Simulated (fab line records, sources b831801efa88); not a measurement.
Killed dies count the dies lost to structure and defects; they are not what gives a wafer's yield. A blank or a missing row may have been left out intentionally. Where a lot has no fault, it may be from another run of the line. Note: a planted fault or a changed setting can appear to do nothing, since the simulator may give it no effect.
Which tool was responsible? | flow sky130 | Sampling: 6 lots, 17 wafers, 3 of 708 route steps

## WHAT THE GAUGES SHOWED, per wafer
SKY_POLY_CUT_OVL_MEAS_09.
lot  | measured     | on         | POLY_CUT_OVL (nm)
L956 | day 25 17:32 | overlay-01 | -2 1 2
L958 | day 26 01:40 | overlay-01 | -4 -3 -2
L965 | day 28 13:52 | overlay-02 | 1 9
L968 | day 29 11:28 | overlay-02 | 5 -2 4
L971 | day 30 10:08 | overlay-01 | -14 -8 -8
L976 | day 31 17:53 | overlay-02 | -8 -4 2

## WHICH TOOL RAN EACH LOT (tool, then ch and the chambers of the sampled wafers, then the start)
lot  | SKY_VT_ADJUST_PCH_COAT_02         | SKY_VT_ADJUST_PCH_STRIP_09
L956 | litho_track-02 ch 0, day 11 01:49 | plasma_asher-01 ch 0,1, day 11 13:12
L958 | litho_track-03 ch 0, day 11 13:19 | plasma_asher-01 ch 0,1, day 12 01:00
L965 | litho_track-03 ch 0, day 13 14:31 | plasma_asher-04 ch 1, day 14 03:52
L968 | litho_track-01 ch 0, day 14 08:00 | plasma_asher-01 ch 0,1, day 14 22:31
L971 | litho_track-02 ch 0, day 15 05:01 | plasma_asher-03 ch 0,1, day 15 18:43
L976 | litho_track-01 ch 0, day 16 16:53 | plasma_asher-01 ch 1, day 17 07:18
- SKY_VT_ADJUST_PCH_COAT_02: resist thk 3000 nm.
- SKY_VT_ADJUST_PCH_STRIP_09: strips in O2/N2.

## THE ANSWER, worked out from the rows above alone
Rule: usual is defined by the lots themselves. Put in order of their means at a reading, lots are off if they are a third of the lots or fewer, leave a main group of 4 or more, and stand apart from it by a gap of 3 or more times the standard deviation of the main group's means; of several such gaps the widest counts. If all means in a main group match to the digits the tables above print for the reading, that group is not used. A lot without any number at a reading at which 4 lots or more have one is off too. The other lots that the step has rows for count as sound.
Nothing can be told from this: no lot is off at any reading shown.

## WHAT THE SIMULATOR HAD PUT IN
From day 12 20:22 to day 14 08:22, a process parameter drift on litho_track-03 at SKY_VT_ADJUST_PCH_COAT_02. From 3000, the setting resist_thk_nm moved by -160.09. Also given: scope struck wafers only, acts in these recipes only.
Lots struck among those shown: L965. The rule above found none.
